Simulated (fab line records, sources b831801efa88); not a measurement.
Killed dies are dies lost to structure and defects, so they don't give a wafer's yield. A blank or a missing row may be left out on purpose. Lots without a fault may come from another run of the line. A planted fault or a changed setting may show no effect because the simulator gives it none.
A struck lot beside a sound one | flow sky130 | 15 steps out of a route of 708
Sound: wafers L435.2, L435.4, L435.6. Struck: wafers L438.3, L438.6. (L438.5 of the same lot was not struck and is left out.) The cause comes at the end.
At each step with rows: each side's tool, then ch and its chambers, then its first start. Under that, the readings that differ: sound wafers | struck wafers | difference of the means | sigmas: that difference in standard deviations of wafers without a fault.
alike: readings whose means differ by less than 2 such deviations, and words and numbers that are the same on both sides. not compared: withheld readings, readings that some wafer has no value for, bounds like >300 that may hide the same value, and numbers for which the record gives no deviation and whose values overlap.
The two part at a step that has a row with sigmas, a row that says differs or no value, or rows on one side only. Numbers that don't overlap but have no deviation are shown without sigmas and don't part them. A reading that every wafer of one side lacks parts them only if that side has two wafers or more.

SKY_LI_CONTACT_CMP_02: polishes PSG.
  sound on cmp-02 ch 0,3, day 28 15:56; struck on cmp-01 ch 1,2, day 31 07:53
  alike: motor_current_A, time_to_endpoint_s
SKY_LI_CONTACT_BOW_MEAS_03:
  sound on film_metro-02, day 28 16:16; struck on film_metro-01, day 31 08:04
  alike: LI_CONTACT_BOW
then, 8 steps without rows for these wafers: SKY_LI_CONTACT_DEHYDRATE_04 (time 60 s); SKY_LI_CONTACT_HMDS_05 (prime time 60 s); SKY_LI_CONTACT_COAT_06 (resist thk 60 nm); SKY_LI_CONTACT_COAT_07 (resist thk 450 nm); SKY_LI_CONTACT_SOFTBAKE_08 (time 90 s); SKY_LI_CONTACT_EXPOSE_09 (exposes mask LICM1, target cd 170 nm); SKY_LI_CONTACT_PEB_10; SKY_LI_CONTACT_DEVELOP_11 (develop time 60 s).
SKY_LI_CONTACT_CD_MEAS_12: target cd 170 nm.
  sound on cd_sem-02, day 29 20:54; struck on cd_sem-01, day 32 11:11
  alike: cd_nm
SKY_LI_CONTACT_OVL_MEAS_13:
  sound on overlay-01, day 29 21:00; struck on overlay-02, day 32 11:17
  reading             | sound    | struck | difference | sigmas
  LI_CONTACT_OVL (nm) | 16 12 14 | 6 -1   | -12        | -2
SKY_LI_CONTACT_ETCH_14: etches BARC in N2/H2, stops on SiO2, time 45.9 s, target depth 60 nm.
  sound on rie_diel-02 ch 1,2, day 29 21:02; struck on rie_diel-04 ch 0, day 32 11:18
  reading                                           | sound             | struck      | difference | sigmas
  model.KrF-thick_of_LI_CONTACT_COAT_07.thk_nm (nm) | 389.8 388.9 388.9 | 390.9 392.1 | +2.3       |
  alike: chamber_pressure_mTorr, drypump_motor_current_A, oes_product_au, throttle_valve_pct
  not compared: rf_hours_counter_h
SKY_LI_CONTACT_ETCH_15: etches PSG in C4F8/O2/Ar, stops on Si, target depth 600 nm.
  sound on rie_diel-02 ch 1,2, day 29 21:04; struck on rie_diel-04 ch 0, day 32 11:21
  alike: chamber_pressure_mTorr, oes_product_au
-- the record jumps here: 16 days lie between the struck wafers' starts before and after (it left off in module LI_CONTACT and takes up again in module PAD_OPEN, whose first step shown is number 708 of the route) --
SKY_PAD_OPEN_PROBE_99:
  the record has rows for the struck wafers here (prober-01, day 48 02:37) and none for the sound ones

WHERE THEY PART
First at SKY_LI_CONTACT_OVL_MEAS_13; last, within this record, at SKY_PAD_OPEN_PROBE_99.

WHY: what the simulator had put in
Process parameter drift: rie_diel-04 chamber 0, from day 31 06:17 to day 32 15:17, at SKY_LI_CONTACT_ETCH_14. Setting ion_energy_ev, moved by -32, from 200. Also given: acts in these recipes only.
